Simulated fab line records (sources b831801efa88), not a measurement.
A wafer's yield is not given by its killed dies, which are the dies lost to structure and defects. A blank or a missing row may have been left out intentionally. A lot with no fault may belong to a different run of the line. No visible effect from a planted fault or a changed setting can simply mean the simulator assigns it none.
fab line records ; flow sky130
record: lots: 7; wafers: 18; lastDay: 50
route steps=708 shown POLY_CUT@312 SD_P@320 PAD_OPEN@708
lots untouched by any fault: they come from a run of this same line in which no faults occurred
startH: the number of hours between the record's first day and the start of the first shown wafer of the lot ; waitH: time in hours since the lot's previous step ; " as in the row above ; L1.1+2: several wafers, shown together as one row ; - no value, or no start given ; * or withheld: withheld ; < > ~ a bound
route shown NAME@n: NAME is a module with steps in the file, n the number in the route of the first one ; usual: mean/standard deviation taken from wafers without a fault ; same: alike in all rows ; chamber/n: place in a boat ; sites: per-site readings ; _std_site: standard deviation across them ; _edge_site: outer sites' mean less inner sites' ; radiusMm: for every site, how far away it sits from the centre of the wafer ; mask NAME#n: copy n ; behind: the most recent tool/chamber to have shaped the wafer ; hold: why the lot was held/for how many hours/how that ended ; device: names the non-switching transistor (n, p or np) ; end of line: tests of these same wafers at the route's end ; a step given without rows: its recipe and nothing more ; killed: at the first sort, the dies lost to defects and structure; wafer yield is something else ; map: the dies of a wafer, with x for killed, . for not killed, _ for no die there
set.NAME: setting as actually run; set.NAME@STEP: the setting as run at that earlier step ; model.NAME: the simulator's own value behind a step, which no gauge read
a table for each step, a row for each wafer; lots at some steps of the route
services: from which hour (startH, from the record's first day; less than 0 if before it) a tool's chamber was out of use, for how many hours, and why
== steps ==
step: SKY_POLY_CUT_EXPOSE_05
recipe: maskId: NPCM; na: 0.8; sourceShape: annular; sigmaInner: 0.55; sigmaOuter: 0.85; targetCdNm: 270; doseMj: 32
step: SKY_POLY_CUT_PEB_06
recipe: pebTempC: withheld; pebTimeS: withheld; resist: KrF-thick
step: SKY_POLY_CUT_DEVELOP_07
recipe: developTimeS: 60; resist: KrF-thick; devTempC: 21
step: SKY_POLY_CUT_CD_MEAS_08
recipe: targetCdNm: 270
usual: cdNm: 270.2/1.6
lot.wafer;tool;chamber;startH;waitH;cdNm
L711.2;cdSem-02;-;618.40;-;269.2
L711.3;cdSem-02;-;618.40;-;269.1
L711.6;cdSem-02;-;618.40;-;269.0
L712.2;cdSem-02;-;622.97;-;267.2
L712.3;cdSem-02;-;622.97;-;267.4
L712.4;cdSem-02;-;622.97;-;266.8
L716.1;cdSem-02;-;669.96;-;269.2
L716.2;cdSem-02;-;669.96;-;270.0
L717.3;cdSem-01;-;674.27;-;270.3
L717.4;cdSem-01;-;674.27;-;273.3
L718.1;cdSem-02;-;675.06;-;268.3
L718.3;cdSem-02;-;675.06;-;269.9
L724.1;cdSem-01;-;731.13;-;271.9
L724.2;cdSem-01;-;731.13;-;271.9
L724.4;cdSem-01;-;731.13;-;271.4
L726.3;cdSem-01;-;736.97;-;270.7
L726.4;cdSem-01;-;736.97;-;271.3
L726.6;cdSem-01;-;736.97;-;271.4
step: SKY_POLY_CUT_OVL_MEAS_09
usual: POLY_CUT_OVL: -1/5.3
lot.wafer;tool;chamber;startH;waitH;POLY_CUT_OVL[nm]
L711.2;overlay-01;-;618.50;0.1;-10
L711.3;overlay-01;-;618.50;0.1;0
L711.6;overlay-01;-;618.50;0.1;-3
L712.2;overlay-02;-;623.07;0.1;1
L712.3;overlay-02;-;623.07;0.1;6
L712.4;overlay-02;-;623.07;0.1;-3
L716.1;overlay-01;-;670.08;0.1;3
L716.2;overlay-01;-;670.08;0.1;6
L717.3;overlay-02;-;674.36;0.1;5
L717.4;overlay-02;-;674.36;0.1;10
L718.1;overlay-02;-;675.18;0.1;0
L718.3;overlay-02;-;675.18;0.1;-9
L724.1;overlay-01;-;731.25;0.1;0
L724.2;overlay-01;-;731.25;0.1;-8
L724.4;overlay-01;-;731.25;0.1;-5
L726.3;overlay-02;-;737.06;0.1;3
L726.4;overlay-02;-;737.06;0.1;4
L726.6;overlay-02;-;737.06;0.1;12
step: SKY_POLY_CUT_ETCH_10
recipe: chemistry: N2/H2; target: BARC; ionEnergyEv: 200; sourceW: 500; biasW: 100; pressureMtorr: 30; n2FlowSccm: 100; h2FlowSccm: 200; stopOn: SiO2; timeS: 45.9; targetDepthA: 600
usual: drypumpMotorCurrentA: 5.9/0.43; oesProductAu: 0.856/0.0042; throttleValvePct: 13.224/0.0091
lot.wafer;tool;chamber;startH;waitH;drypumpMotorCurrentA;oesProductAu;rfHoursCounterH;throttleValvePct
L711.2;rieDiel-04;0;618.53;0.0;6.4;0.858;35;13.251
L711.3;rieDiel-04;2;618.53;0.0;5.7;0.853;8;13.230
L711.6;rieDiel-04;0;618.53;0.0;6.4;0.855;-;13.223
L712.2;rieDiel-04;0;623.10;0.0;6.5;0.854;35;13.227
L712.3;rieDiel-04;1;623.10;0.0;6.2;0.853;2;13.219
L712.4;rieDiel-04;2;623.10;0.0;5.7;0.850;8;13.215
L716.1;rieDiel-04;2;670.11;0.0;5.8;0.858;9;13.228
L716.2;rieDiel-04;3;670.11;0.0;6.6;0.858;2;13.224
L717.3;rieDiel-03;1;674.38;0.0;5.6;0.864;18;13.225
L717.4;rieDiel-03;0;674.38;0.0;5.8;0.861;21;13.214
L718.1;rieDiel-01;0;675.21;0.0;6.0;0.850;6;13.212
L718.3;rieDiel-01;1;675.21;0.0;5.0;0.853;19;13.238
L724.1;rieDiel-01;3;731.28;0.0;6.1;0.849;6;13.223
L724.2;rieDiel-01;1;731.28;0.0;5.0;0.850;21;13.228
L724.4;rieDiel-01;0;731.28;0.0;6.0;0.853;-;13.226
L726.3;rieDiel-01;3;737.08;0.0;6.1;0.855;6;13.231
L726.4;rieDiel-01;1;737.08;0.0;5.0;0.852;21;13.222
L726.6;rieDiel-01;3;737.08;0.0;6.1;0.861;-;13.223
step: SKY_POLY_CUT_ETCH_11
recipe: target: Si3N4; chemistry: CF4/CH2F2/Ar; stopOn: poly-Si; sourceW: 600; biasW: 150; pressureMtorr: 40; cf4FlowSccm: 40; ch2f2FlowSccm: 20; Ar_flow_sccm: 150; timeS: 42.5; targetDepthA: 600
usual: drypumpMotorCurrentA: 5.9/0.43; oesProductAu: 0.829/0.0058; throttleValvePct: 14.995/0.0089
lot.wafer;tool;chamber;startH;waitH;drypumpMotorCurrentA;oesProductAu;rfHoursCounterH;throttleValvePct
L711.2;rieDiel-04;0;618.57;0.0;6.5;0.836;35;14.995
L711.3;rieDiel-04;2;618.57;0.0;5.7;0.833;8;15.009
L711.6;rieDiel-04;0;618.57;0.0;6.5;0.841;-;14.988
L712.2;rieDiel-04;0;623.14;0.0;6.4;0.825;35;14.991
L712.3;rieDiel-04;1;623.14;0.0;6.2;0.822;2;14.987
L712.4;rieDiel-04;2;623.14;0.0;5.7;0.815;8;14.974
L716.1;rieDiel-04;2;670.16;0.0;5.7;0.824;9;14.994
L716.2;rieDiel-04;3;670.16;0.0;6.6;0.838;2;15.002
L717.3;rieDiel-03;1;674.42;0.0;5.6;0.828;18;14.994
L717.4;rieDiel-03;0;674.42;0.0;5.8;0.830;21;15.008
L718.1;rieDiel-01;0;675.26;0.0;6.0;0.827;6;14.988
L718.3;rieDiel-01;1;675.26;0.0;5.0;0.834;19;15.001
L724.1;rieDiel-01;3;731.32;0.0;6.1;0.813;6;14.993
L724.2;rieDiel-01;1;731.32;0.0;5.1;0.833;21;15.012
L724.4;rieDiel-01;0;731.32;0.0;6.0;0.828;-;14.997
L726.3;rieDiel-01;3;737.12;0.0;6.1;0.831;6;14.996
L726.4;rieDiel-01;1;737.12;0.0;5.0;0.837;21;15.000
L726.6;rieDiel-01;3;737.12;0.0;6.1;0.830;-;15.005
step: SKY_POLY_CUT_STRIP_12
recipe: chemistry: O2/N2; powerW: 1400; pressureMtorr: 1500; platenTempC: withheld; o2FlowSccm: 3000; n2FlowSccm: 300; overashFraction: 0.5
usual: drypumpMotorCurrentA: 5.7/0.52; oesProductAu: 0.452/0.0044; stripTimeToEndpointS: 5.365/0.019
lot.wafer;tool;chamber;startH;waitH;drypumpMotorCurrentA;oesProductAu;rfHoursCounterH;stripTimeToEndpointS
L711.2;plasmaAsher-02;1;618.61;0.0;5.2;0.450;18;5.362
L711.3;plasmaAsher-02;1;618.61;0.0;5.2;0.448;-;5.357
L711.6;plasmaAsher-02;0;618.61;0.0;6.1;0.452;-;5.349
L712.2;plasmaAsher-02;0;623.18;0.0;6.1;0.455;19;5.369
L712.3;plasmaAsher-02;0;623.18;0.0;6.1;0.459;-;5.376
L712.4;plasmaAsher-02;1;623.18;0.0;5.1;0.456;-;5.378
L716.1;plasmaAsher-04;0;670.20;0.0;6.1;0.458;88;5.362
L716.2;plasmaAsher-04;1;670.20;0.0;5.2;0.449;88;5.344
L717.3;plasmaAsher-04;1;674.50;0.1;5.2;0.454;-;5.381
L717.4;plasmaAsher-04;0;674.50;0.1;6.1;0.446;-;5.372
L718.1;plasmaAsher-04;0;675.30;0.0;6.1;0.451;88;5.378
L718.3;plasmaAsher-04;1;675.30;0.0;5.2;0.456;-;5.382
L724.1;plasmaAsher-04;1;731.37;0.0;5.2;0.448;92;5.327
L724.2;plasmaAsher-04;0;731.37;0.0;6.1;0.451;92;5.337
L724.4;plasmaAsher-04;0;731.37;0.0;6.1;0.448;-;5.339
L726.3;plasmaAsher-04;1;737.20;0.1;5.2;0.454;-;5.364
L726.4;plasmaAsher-04;0;737.20;0.1;6.1;0.450;-;5.355
L726.6;plasmaAsher-04;1;737.20;0.1;5.2;0.456;-;5.368
step: SKY_SD_P_DEHYDRATE_00
recipe: tempC: 200; timeS: 60
step: SKY_SD_P_HMDS_01
recipe: primeTimeS: 60; primeTempC: 120
step: SKY_SD_P_COAT_02
recipe: resist: NOVOLAK; spinRpm: 3000; resistThkNm: 1140
step: SKY_SD_P_SOFTBAKE_03
recipe: tempC: 90; timeS: 60; resist: NOVOLAK
step: SKY_SD_P_EXPOSE_04
recipe: maskId: PSDM; na: 0.6; sourceShape: conventional; sigmaOuter: 0.6; polarization: unpolarized; targetCdNm: 380; doseMj: 138
lot.wafer;tool;chamber;startH;waitH;mask
L711.2+3+6;ilineStepper-01;0;633.65;-;PSDM#0
L712.2+3+4;ilineStepper-02;0;637.68;-;PSDM#0
L716.1+2;ilineStepper-01;0;684.56;-;PSDM#0
L717.3+4;ilineStepper-01;0;689.05;-;PSDM#0
L718.1+3;ilineStepper-01;0;689.49;-;PSDM#0
L724.1+2+4;ilineStepper-02;0;745.14;-;PSDM#0
L726.3+4+6;ilineStepper-02;0;751.22;-;PSDM#0
step: SKY_SD_P_PEB_05
recipe: tempC: withheld; timeS: *; resist: NOVOLAK
step: SKY_SD_P_DEVELOP_06
recipe: resist: NOVOLAK; developer: TMAH; developTimeS: 60; devTempC: 23
step: SKY_SD_P_CD_MEAS_07
recipe: targetCdNm: 380
usual: cdNm: 380.1/2.6
lot.wafer;tool;chamber;startH;waitH;cdNm
L711.2;cdSem-02;-;647.13;0.1;380.1
L711.3;cdSem-02;-;647.13;0.1;383.4
L711.6;cdSem-02;-;647.13;0.1;381.0
L712.2;cdSem-01;-;651.81;0.1;379.3
L712.3;cdSem-01;-;651.81;0.1;375.9
L712.4;cdSem-01;-;651.81;0.1;377.4
L716.1;cdSem-02;-;698.44;0.1;361.5
L716.2;cdSem-02;-;698.44;0.1;379.4
L717.3;cdSem-02;-;702.60;0.1;363.3
L717.4;cdSem-02;-;702.60;0.1;375.9
L718.1;cdSem-01;-;703.46;0.1;363.0
L718.3;cdSem-01;-;703.46;0.1;362.4
L724.1;cdSem-02;-;757.79;0.1;382.5
L724.2;cdSem-02;-;757.79;0.1;381.1
L724.4;cdSem-02;-;757.79;0.1;382.7
L726.3;cdSem-02;-;763.60;0.1;380.7
L726.4;cdSem-02;-;763.60;0.1;381.0
L726.6;cdSem-02;-;763.60;0.1;379.4
step: SKY_SD_P_OVL_MEAS_08
usual: SD_P_OVL: 0.3/1.3
lot.wafer;tool;chamber;startH;waitH;SD_P_OVL[nm]
L711.2;overlay-02;-;647.23;0.1;1.7
L711.3;overlay-02;-;647.23;0.1;0.3
L711.6;overlay-02;-;647.23;0.1;1.0
L712.2;overlay-01;-;651.91;0.1;1.4
L712.3;overlay-01;-;651.91;0.1;-1.8
L712.4;overlay-01;-;651.91;0.1;1.2
L716.1;overlay-01;-;698.56;0.1;-0.2
L716.2;overlay-01;-;698.56;0.1;1.0
L717.3;overlay-01;-;702.69;0.1;1.9
L717.4;overlay-01;-;702.69;0.1;2.0
L718.1;overlay-02;-;703.58;0.1;0.8
L718.3;overlay-02;-;703.58;0.1;4.1
L724.1;overlay-01;-;757.91;0.1;-0.3
L724.2;overlay-01;-;757.91;0.1;-0.9
L724.4;overlay-01;-;757.91;0.1;1.6
L726.3;overlay-02;-;763.69;0.1;0.3
L726.4;overlay-02;-;763.69;0.1;-0.3
L726.6;overlay-02;-;763.69;0.1;0.3
step: SKY_PAD_OPEN_PROBE_99
usual: killed_at_M0_to_M3: 43/7.2; killed_at_M4_up: 3.3/1.8; killedAtContacts: 23/5.5; killedAtFrontEnd: 16/5.1; killedAtOther: 0.4/0.65; killedDies: 85/10; killedOpen: 46/7.1; killedShort: 38/7.2
same: grossDies: 492; killedAtBackSide: 0
lot.wafer;tool;chamber;startH;waitH;killed_at_M0_to_M3;killed_at_M4_up;killedAtContacts;killedAtFrontEnd;killedAtOther;killedDies;killedOpen;killedShort
L711.2;prober-02;-;1117.93;0.1;45;2;19;21;0;87;42;43
L711.3;prober-02;-;1117.98;0.2;45;2;16;11;0;74;45;29
L711.6;prober-02;-;1118.13;0.2;43;2;28;10;0;83;41;41
L712.2;prober-01;-;1118.38;0.1;40;6;23;19;0;88;44;44
L712.4;prober-01;-;1118.48;0.2;41;6;24;18;1;90;60;29
killed by level:class
L711.2 VIA1:geometricParticle:open=12 METAL3:geometricParticle:short=8 CONTACT:geometricParticle:open=7 VIA3:geometricParticle:open=7 METAL2:geometricParticle:short=5 POLY_GATE:geometricParticle:open=4 POLY_GATE:geometricParticle:short=4 LOCAL_INTERCONNECT:geometricParticle:short=4
L711.3 VIA1:geometricParticle:open=13 VIA3:geometricParticle:open=8 POLY_GATE:geometricParticle:open=6 CONTACT:geometricParticle:open=5 VIA1:geometricParticle:short=5 VIA2:geometricParticle:open=4 METAL1:geometricParticle:short=4 VIA3:geometricParticle:short=4
L711.6 VIA1:geometricParticle:open=8 VIA3:geometricParticle:open=7 CONTACT:geometricParticle:open=7 CONTACT:geometricParticle:short=6 LOCAL_INTERCONNECT:geometricParticle:short=6 VIA2:geometricParticle:open=6 LI_CONTACT:geometricParticle:open=5 LI_CONTACT:geometricParticle:short=4
L712.2 METAL1:geometricParticle:short=9 VIA1:geometricParticle:open=8 POLY_GATE:geometricParticle:short=7 CONTACT:geometricParticle:short=7 CONTACT:geometricParticle:open=7 LI_CONTACT:geometricParticle:open=5 VIA2:geometricParticle:open=5 FIELD_ISO:geometricParticle:open=4
L712.4 CONTACT:geometricParticle:open=13 VIA1:geometricParticle:open=11 POLY_GATE:geometricParticle:open=6 VIA2:geometricParticle:open=6 POLY_GATE:geometricParticle:short=5 LI_CONTACT:geometricParticle:open=5 VIA3:geometricParticle:open=5 CONTACT:geometricParticle:short=4
== services ==
tool;chamber;startH;hours;kind
ilineStepper-01;0;618.19;-;calibration
rieDiel-01;2;659.95;17.0;repair
ilineStepper-02;-;660.19;4.4;pm
rieDiel-01;3;666.97;3.3;repair
ilineStepper-02;0;673.19;-;calibration
ilineStepper-01;-;692.12;1.7;pm
rieDiel-01;-;697.89;0.7;repair
rieDiel-04;-;701.96;28.1;pm
plasmaAsher-04;-;714.39;14.6;pm
ilineStepper-02;-;717.41;1.7;pm
rieDiel-01;2;730.63;6.1;repair
== key ==
firstSign: step: SKY_SD_P_CD_MEAS_07; reading: cdNm; direction: down; sigmas: 6.8; usual: 380.1; struck: 362.5
effect none on later readings
metAt SKY_SD_P_EXPOSE_04
struckWafers L716.1,L717.3,L718.1,L718.3
testerLeftOut L716,L717,L718
onsetBetween 633.65 684.56
fault: kind: processParameterDrift; tool: ilineStepper-01; chamber: -; onsetH: 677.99; steps: SKY_SD_P_EXPOSE_04; channel: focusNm; offset: 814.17; shape: step; endH: 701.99; scope: struckWafersOnly
testerLeftOut: of these lots the tester's yield and bins aren't shown, on N5 and GAA mostly nor the transistor test; their killed dies are dies lost to structure and defects alone, not to doping, threshold or leakage, so they don't give the yield
